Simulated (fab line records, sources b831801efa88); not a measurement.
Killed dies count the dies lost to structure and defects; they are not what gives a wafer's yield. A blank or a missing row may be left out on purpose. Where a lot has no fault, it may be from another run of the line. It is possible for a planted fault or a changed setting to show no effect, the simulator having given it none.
fab line records    flow sky130
record lots=5  wafers=15  lastDay=49
route steps=708 shown METAL4@633 VIA4@639
lots that met no fault: taken from a fault-free run of the same line
startH: start of the lot's first displayed wafer, in hours after the record's first day    waitH: how many hours have passed since the lot's step before this one    " unchanged from the row above    L1.1+2: a single row standing in for several wafers    - no value present, or no start provided    * or withheld: withheld    < > ~ a bound
route shown NAME@n: NAME is a module with steps in the file, n the number in the route of the first one    usual: mean and standard deviation over wafers with no fault    same: alike in all rows    chamber/n: place in a boat    sites: the reading at each site    _std_site: standard deviation across them    _edge_site: mean of outer sites minus mean of inner sites    radiusMm: how far each site lies from the wafer's centre    mask NAME#n: copy n    behind: the tool/chamber that last shaped the wafer    hold: why the lot was held/for how many hours/how that ended    device: transistor that didn't switch, given as n, p or np    end of line: at the end of the route, the tests of the same wafers    a step without rows: its recipe alone    killed: at the first sort, the dies lost to defects and structure; wafer yield is something else    map: a wafer's dies, marking killed ones x, the rest . and places with no die _
set.NAME: the setting as run; set.NAME@STEP: as run at that earlier step    model.NAME: the simulator's own value behind a step, which no gauge read
lots at selected steps of the route; one table per step, one row per wafer
services: the hour from which a tool's chamber was out of use, counted from the record's first day as startH (under 0 if before that day), plus the number of hours and why
## steps
# step SKY_METAL4_ETCH_17
# recipe target=SiO2  stopOn=TiN  chemistry=C4F8/O2/Ar  sourceW=1500  biasW=1200  pressureMtorr=40  c4f8FlowSccm=withheld  O2_flow_sccm=6  Ar_flow_sccm=300  timeS=3.9  targetDepthA=150
# usual oesProductAu=0.751/0.0067
lot.wafer  tool        chamber  startH   waitH  oesProductAu  rfHoursCounterH
L080.1     rieDiel-04  0        1017.93  0.1    0.738         23
L080.2     "           3        "        "      0.750         11
L080.5     "           2        "        "      0.749         -
L084.3     rieDiel-04  1        1042.00  0.0    0.744         13
L084.4     "           1        "        "      0.737         -
L084.5     "           2        "        "      0.753         -
L085.1     rieDiel-04  3        1101.30  0.1    0.752         14
L085.5     "           1        "        "      0.756         -
L085.6     "           0        "        "      0.762         -
L090.1     rieDiel-02  2        1104.63  0.1    0.742         17
L090.4     "           0        "        "      0.757         17
L090.5     "           1        "        "      0.760         -
L089.2     rieDiel-04  0        1105.70  0.1    0.746         2
L089.3     "           2        "        "      0.752         9
L089.6     "           0        "        "      0.753         -
# step SKY_METAL4_METAL_ETCH_18
# recipe targetDepthA=8450  stopOn=SiO2  overEtchFrac=0.3  timeS=183.1  chemistry=Cl2/BCl3  resistSidewallDeg=88  pressureMtorr=10  icpW=900  biasW=48.5  Cl2_flow_sccm=60  bcl3FlowSccm=30
# usual drypumpMotorCurrentA=6.0/0.37  oesProductAu=0.865/0.0058  throttleValvePct=22.264/0.0077
lot.wafer  tool         chamber  startH   waitH  drypumpMotorCurrentA  oesProductAu  rfHoursCounterH  throttleValvePct
L080.1     rieMetal-02  0        1017.95  0.0    5.8                   0.871         8                22.270
L080.2     "            1        "        "      5.7                   0.866         10               22.254
L080.5     "            0        "        "      5.8                   0.857         -                22.253
L084.3     rieMetal-01  1        1042.14  0.1    6.3                   0.871         -                22.265
L084.4     "            1        "        "      6.3                   0.861         -                22.256
L084.5     "            1        "        "      6.3                   0.869         -                22.278
L085.1     rieMetal-01  0        1101.32  0.0    6.5                   0.865         2                22.270
L085.5     "            0        "        "      6.5                   0.862         -                22.270
L085.6     "            1        "        "      6.3                   0.858         -                22.271
L090.1     rieMetal-02  0        1104.65  0.0    5.8                   0.865         12               22.261
L090.4     "            1        "        "      5.7                   0.858         -                22.259
L090.5     "            0        "        "      5.8                   0.867         -                22.264
L089.2     rieMetal-02  0        1105.72  0.0    5.8                   0.866         12               22.271
L089.3     "            1        "        "      5.7                   0.856         -                22.260
L089.6     "            1        "        "      5.7                   0.866         -                22.269
# step SKY_METAL4_STRIP_19
# recipe chemistry=O2/N2  powerW=1400  pressureMtorr=1500  platenTempC=withheld  o2FlowSccm=3000  n2FlowSccm=300  overashFraction=0.5
# usual drypumpMotorCurrentA=5.6/0.42  oesProductAu=0.504/0.0056  stripTimeToEndpointS=6.59/0.054
lot.wafer  tool            chamber  startH   waitH  drypumpMotorCurrentA  oesProductAu  rfHoursCounterH  stripTimeToEndpointS
L080.1     plasmaAsher-01  0        1018.13  0.1    6.6                   0.497         124              6.53
L080.2     "               1        "        "      5.3                   0.505         124              6.60
L080.5     "               0        "        "      6.6                   0.501         -                6.48
L084.3     plasmaAsher-03  1        1042.41  0.2    5.4                   0.508         -                6.55
L084.4     "               0        "        "      5.2                   0.502         -                6.51
L084.5     "               1        "        "      5.4                   0.504         -                6.61
L085.1     plasmaAsher-04  1        1101.49  0.1    5.7                   0.498         62               6.51
L085.5     "               0        "        "      5.4                   0.496         -                6.56
L085.6     "               1        "        "      5.6                   0.494         -                6.56
L090.1     plasmaAsher-03  1        1104.83  0.1    5.4                   0.501         100              6.56
L090.4     "               0        "        "      5.2                   0.503         -                6.55
L090.5     "               0        "        "      5.2                   0.499         -                6.61
L089.2     plasmaAsher-04  0        1105.90  0.1    5.4                   0.505         62               6.58
L089.3     "               0        "        "      5.4                   0.514         -                6.63
L089.6     "               1        "        "      5.7                   0.501         -                6.59
# step SKY_METAL4_STRIP_20
# recipe chemistry=postEtchResidueRemover  timeS=1200  tempC=72.5
# usual bathGuardTempC=72.6/0.45
lot.wafer  tool         chamber  startH   waitH  bathGuardTempC
L080.1     wetBench-02  3        1018.23  0.1    73.3
L080.2     "            3        "        "      73.3
L080.5     "            3        "        "      73.4
L084.3     wetBench-02  1        1042.48  0.0    72.9
L084.4     "            1        "        "      72.5
L084.5     "            1        "        "      72.8
L085.1     wetBench-01  1        1101.59  0.1    72.4
L085.5     "            1        "        "      72.2
L085.6     "            1        "        "      72.0
L090.1     wetBench-02  0        1104.93  0.1    72.8
L090.4     "            0        "        "      72.9
L090.5     "            0        "        "      73.3
L089.2     wetBench-01  0        1106.00  0.1    72.5
L089.3     "            0        "        "      72.0
L089.6     "            0        "        "      72.1
# step SKY_METAL4_CLEAN_21
# recipe chemistry=IPA  timeS=180  tempC=25
lot.wafer   tool         chamber  startH   waitH
L080.1+2+5  wetBench-01  2        1018.58  0.0
L084.3+4+5  wetBench-01  0        1042.82  0.0
L085.1+5+6  wetBench-02  0        1101.93  0.0
L090.1+4+5  wetBench-03  3        1105.27  0.0
L089.2+3+6  wetBench-01  2        1106.34  0.0
# step SKY_METAL4_CLEAN_22
# recipe chemistry=O3/DIW  dry=n2Spin
lot.wafer   tool         chamber  startH   waitH
L080.1+2+5  wetBench-01  3        1018.64  0.0
L084.3+4+5  wetBench-03  2        1042.88  0.0
L085.1+5+6  wetBench-01  3        1101.99  0.0
L090.1+4+5  wetBench-03  0        1105.33  0.0
L089.2+3+6  wetBench-01  0        1106.40  0.0
# step SKY_VIA4_HDPCVD_00
# recipe material=SiO2  targetThkNm=1750  sigmaOpenFrac=0.3  timeS=298.1  tempC=400  sih4FlowSccm=60  pressureMtorr=6
lot.wafer   tool       chamber  startH   waitH
L080.1+2+5  hdpcvd-02  0,1,0    1018.73  0.0
L084.3+4+5  hdpcvd-02  0,2,1    1042.98  0.0
L085.1+5+6  hdpcvd-02  0,0,2    1102.08  0.0
L090.1+4+5  hdpcvd-02  0,1,0    1105.42  0.0
L089.2+3+6  hdpcvd-02  1,0,1    1106.49  0.0
# step SKY_VIA4_THK_MEAS_01
# recipe reads=SiO2_of_VIA4_HDPCVD_00
# usual VIA4_HDPCVD_THK=1784/14
lot.wafer  tool          chamber  startH   waitH  VIA4_HDPCVD_THK[nm]
L080.1     filmMetro-02  -        1018.91  0.1    1777
L080.2     "             -        "        "      1779
L080.5     "             -        "        "      1774
L084.3     filmMetro-01  -        1043.18  0.1    1773
L084.4     "             -        "        "      1768
L084.5     "             -        "        "      1764
L085.1     filmMetro-04  -        1102.26  0.1    1767
L085.5     "             -        "        "      1810
L085.6     "             -        "        "      1783
L090.1     filmMetro-04  -        1105.60  0.1    1782
L090.4     "             -        "        "      1800
L090.5     "             -        "        "      1782
L089.2     filmMetro-01  -        1106.68  0.1    1790
L089.3     "             -        "        "      1798
L089.6     "             -        "        "      1776
# step SKY_VIA4_CMP_02
# recipe material=SiO2  downForcePsi=4  platenRpm=60  padVelocityMS=0.94248
# usual headPressurePsi=4.001/0.0084  motorCurrentA=12.5/1.3
lot.wafer  tool    chamber  startH   waitH  headPressurePsi  motorCurrentA
L080.2     cmp-02  2        1019.02  0.1    3.999            11.2
L080.1     "       3        "        "      4.000            14.4
L080.5     "       2        "        "      3.999            11.5
L084.3     cmp-01  2        1043.22  0.0    3.999            10.3
L084.4     "       3        "        "      4.003            11.9
L084.5     "       3        "        "      4.006            11.7
L085.1     cmp-02  1        1102.56  0.3    4.001            12.9
L085.6     "       0        "        "      3.998            11.6
L085.5     "       1        "        "      4.003            13.2
L090.4     cmp-02  1        1105.71  0.1    3.997            12.6
L090.1     "       2        "        "      4.001            12.0
L090.5     "       1        "        "      4.000            12.5
L089.3     cmp-02  1        1106.74  0.0    4.003            13.3
L089.2     "       2        "        "      4.010            11.9
L089.6     "       2        "        "      3.987            11.7
# step SKY_VIA4_BOW_MEAS_03
# recipe mode=bow
# usual VIA4_BOW=79/9.3
lot.wafer  tool          chamber  startH   waitH  VIA4_BOW[um]
L080.1     filmMetro-01  -        1019.27  0.1    64
L080.2     "             -        "        "      50
L080.5     "             -        "        "      65
L084.3     filmMetro-01  -        1043.56  0.3    97
L084.4     "             -        "        "      71
L084.5     "             -        "        "      74
L085.1     filmMetro-04  -        1102.81  0.2    71
L085.5     "             -        "        "      81
L085.6     "             -        "        "      76
L090.1     filmMetro-04  -        1105.96  0.1    77
L090.4     "             -        "        "      89
L090.5     "             -        "        "      83
L089.2     filmMetro-02  -        1107.06  0.2    81
L089.3     "             -        "        "      90
L089.6     "             -        "        "      80
# step SKY_VIA4_DEHYDRATE_04
# recipe tempC=200  timeS=60
# usual chillPlateTempC=23.02/0.099
lot.wafer  tool           chamber  startH   waitH  chillPlateTempC
L080.1     lithoTrack-04  0        1030.54  11.3   23.12
L080.2     "              0        "        "      23.03
L080.5     "              0        "        "      23.05
L084.3     lithoTrack-02  0        1055.46  11.9   23.04
L084.4     "              0        "        "      22.81
L084.5     "              0        "        "      22.89
L085.1     lithoTrack-02  0        1110.81  8.0    23.00
L085.5     "              0        "        "      22.99
L085.6     "              0        "        "      23.12
L090.1     lithoTrack-02  0        1114.31  8.3    23.11
L090.4     "              0        "        "      23.27
L090.5     "              0        "        "      23.05
L089.2     lithoTrack-03  0        1115.70  8.6    22.96
L089.3     "              0        "        "      23.21
L089.6     "              0        "        "      23.02
# step SKY_VIA4_HMDS_05
# recipe primeTimeS=60  primeTempC=120
# usual chillPlateTempC=23.00/0.11
# same primeTimeS=60
lot.wafer  tool           chamber  startH   waitH  chillPlateTempC
L080.1     lithoTrack-04  0        1030.69  0.1    22.99
L080.2     "              0        "        "      22.87
L080.5     "              0        "        "      22.99
L084.3     lithoTrack-02  0        1055.61  0.1    23.00
L084.4     "              0        "        "      22.96
L084.5     "              0        "        "      23.03
L085.1     lithoTrack-02  0        1110.96  0.1    22.91
L085.5     "              0        "        "      22.94
L085.6     "              0        "        "      23.11
L090.1     lithoTrack-02  0        1114.46  0.1    22.99
L090.4     "              0        "        "      23.07
L090.5     "              0        "        "      23.01
L089.2     lithoTrack-03  0        1115.85  0.1    23.01
L089.3     "              0        "        "      23.11
L089.6     "              0        "        "      23.10
# step SKY_VIA4_COAT_06
# recipe resist=NOVOLAK  spinRpm=3000  resistThkNm=1140
# usual chillPlateTempC=22.98/0.11  dispensePressureKPa=51.5/1.4
lot.wafer  tool           chamber  startH   waitH  chillPlateTempC  dispensePressureKPa
L080.1     lithoTrack-04  0        1030.84  0.1    23.09            52.8
L080.2     "              0        "        "      23.06            52.8
L080.5     "              0        "        "      22.96            52.8
L084.3     lithoTrack-02  0        1055.76  0.1    23.01            49.6
L084.4     "              0        "        "      22.96            49.6
L084.5     "              0        "        "      23.02            49.6
L085.1     lithoTrack-02  0        1111.11  0.1    23.17            49.6
L085.5     "              0        "        "      22.93            49.5
L085.6     "              0        "        "      23.04            49.5
L090.1     lithoTrack-02  0        1114.61  0.1    23.04            49.6
L090.4     "              0        "        "      22.94            49.5
L090.5     "              0        "        "      22.85            49.5
L089.2     lithoTrack-03  0        1116.00  0.1    23.07            52.0
L089.3     "              0        "        "      23.10            52.0
L089.6     "              0        "        "      23.00            52.0
# step SKY_VIA4_SOFTBAKE_07
# recipe tempC=90  timeS=60  resist=NOVOLAK
# usual chillPlateTempC=23.03/0.11
lot.wafer  tool           chamber  startH   waitH  chillPlateTempC
L080.1     lithoTrack-04  0        1030.99  0.1    22.95
L080.2     "              0        "        "      22.93
L080.5     "              0        "        "      23.21
L084.3     lithoTrack-02  0        1055.91  0.1    23.09
L084.4     "              0        "        "      22.91
L084.5     "              0        "        "      22.91
L085.1     lithoTrack-02  0        1111.26  0.1    23.03
L085.5     "              0        "        "      23.01
L085.6     "              0        "        "      22.99
L090.1     lithoTrack-02  0        1114.76  0.1    23.03
L090.4     "              0        "        "      23.03
L090.5     "              0        "        "      23.13
L089.2     lithoTrack-03  0        1116.15  0.1    23.10
L089.3     "              0        "        "      23.24
L089.6     "              0        "        "      23.10
# step SKY_VIA4_EXPOSE_08
# recipe maskId=VIM4  na=0.6  sourceShape=conventional  sigmaOuter=0.6  polarization=unpolarized  targetCdNm=800  doseMj=132
lot.wafer   tool             chamber  startH  waitH  mask
L080.1+2+5  ilineStepper-02  0        -       -      VIM4#0
L084.3+4+5  ilineStepper-02  0        -       -      VIM4#0
L085.1+5+6  ilineStepper-02  0        -       -      VIM4#0
L090.1+4+5  ilineStepper-01  0        -       -      VIM4#0
L089.2+3+6  ilineStepper-02  0        -       -      VIM4#0
# step SKY_VIA4_PEB_09
# recipe tempC=withheld  timeS=*  resist=NOVOLAK
# usual chillPlateTempC=*
lot.wafer  tool           chamber  startH  waitH  chillPlateTempC
L080.1     lithoTrack-03  0        -       -      *
L080.2     "              0        "       "      *
L080.5     "              0        "       "      *
L084.3     lithoTrack-02  0        -       -      *
L084.4     "              0        "       "      *
L084.5     "              0        "       "      *
L085.1     lithoTrack-02  0        -       -      *
L085.5     "              0        "       "      *
L085.6     "              0        "       "      *
L090.1     lithoTrack-03  0        -       -      *
L090.4     "              0        "       "      *
L090.5     "              0        "       "      *
L089.2     lithoTrack-03  0        -       -      *
L089.3     "              0        "       "      *
L089.6     "              0        "       "      *
# step SKY_VIA4_DEVELOP_10
# recipe resist=NOVOLAK  developer=TMAH  developTimeS=60  devTempC=23
# usual chillPlateTempC=22.99/0.1  developerTempC=22.95/0.12
lot.wafer  tool           chamber  startH   waitH  chillPlateTempC  developerTempC
L080.1     lithoTrack-03  0        1040.78  0.1    23.08            22.88
L080.2     "              0        "        "      23.04            22.80
L080.5     "              0        "        "      23.11            22.75
L084.3     lithoTrack-02  0        1065.36  0.1    23.11            22.79
L084.4     "              0        "        "      23.09            22.86
L084.5     "              0        "        "      23.12            22.90
L085.1     lithoTrack-02  0        1121.61  0.1    22.88            22.90
L085.5     "              0        "        "      22.87            22.86
L085.6     "              0        "        "      22.97            23.00
L090.1     lithoTrack-03  0        1125.48  0.1    23.12            23.16
L090.4     "              0        "        "      23.02            22.99
L090.5     "              0        "        "      22.85            22.97
L089.2     lithoTrack-03  0        1126.40  0.1    23.09            23.03
L089.3     "              0        "        "      22.99            23.03
L089.6     "              0        "        "      23.07            22.96
# step SKY_VIA4_OVL_MEAS_11
# usual VIA4_OVL=0.1/1.1
lot.wafer  tool        chamber  startH   waitH  VIA4_OVL[nm]
L080.1     overlay-02  -        1040.93  0.1    -1.1
L080.2     "           -        "        "      -0.7
L080.5     "           -        "        "      0.5
L084.3     overlay-01  -        1065.47  0.1    1.3
L084.4     "           -        "        "      3.0
L084.5     "           -        "        "      1.7
L085.1     overlay-02  -        1121.76  0.1    0.3
L085.5     "           -        "        "      -0.3
L085.6     "           -        "        "      0.5
L090.1     overlay-02  -        1125.63  0.1    1.1
L090.4     "           -        "        "      1.2
L090.5     "           -        "        "      -0.3
L089.2     overlay-01  -        1126.53  0.1    -0.7
L089.3     "           -        "        "      0.0
L089.6     "           -        "        "      0.9
## services
tool             chamber  startH   hours  kind
rieMetal-01      -        994.27   1.4    pm
cmp-02           -        1005.13  1.1    repair
plasmaAsher-04   -        1025.55  13.9   repair
rieDiel-04       0        1034.60  -      clean
rieDiel-04       0        1034.60  15.3   scheduledDown
rieDiel-04       0        1034.60  15.3   ventCycle
rieDiel-04       -        1037.52  0.7    repair
cmp-01           -        1039.67  0.7    repair
hdpcvd-02        -        1054.21  1.8    repair
plasmaAsher-01   -        1055.25  9.0    pm
rieDiel-04       1        1056.32  9.9    repair
ilineStepper-01  -        1060.57  8.9    pm
ilineStepper-02  -        1060.59  2.2    repair
cmp-02           -        1061.47  2.2    repair
cmp-02           -        1084.18  4.0    pm
cmp-02           -        1088.18  -      consumableReplace:conditioner
cmp-02           -        1088.18  -      consumableReplace:pad
plasmaAsher-03   -        1090.25  0.9    repair
rieDiel-04       -        1094.84  5.3    repair
cmp-01           -        1101.58  1.4    repair
plasmaAsher-01   -        1103.38  2.8    pm
rieDiel-02       3        1108.74  1.2    repair
rieMetal-02      -        1109.58  0.8    repair
plasmaAsher-03   -        1116.47  1.1    repair
## key
fault none
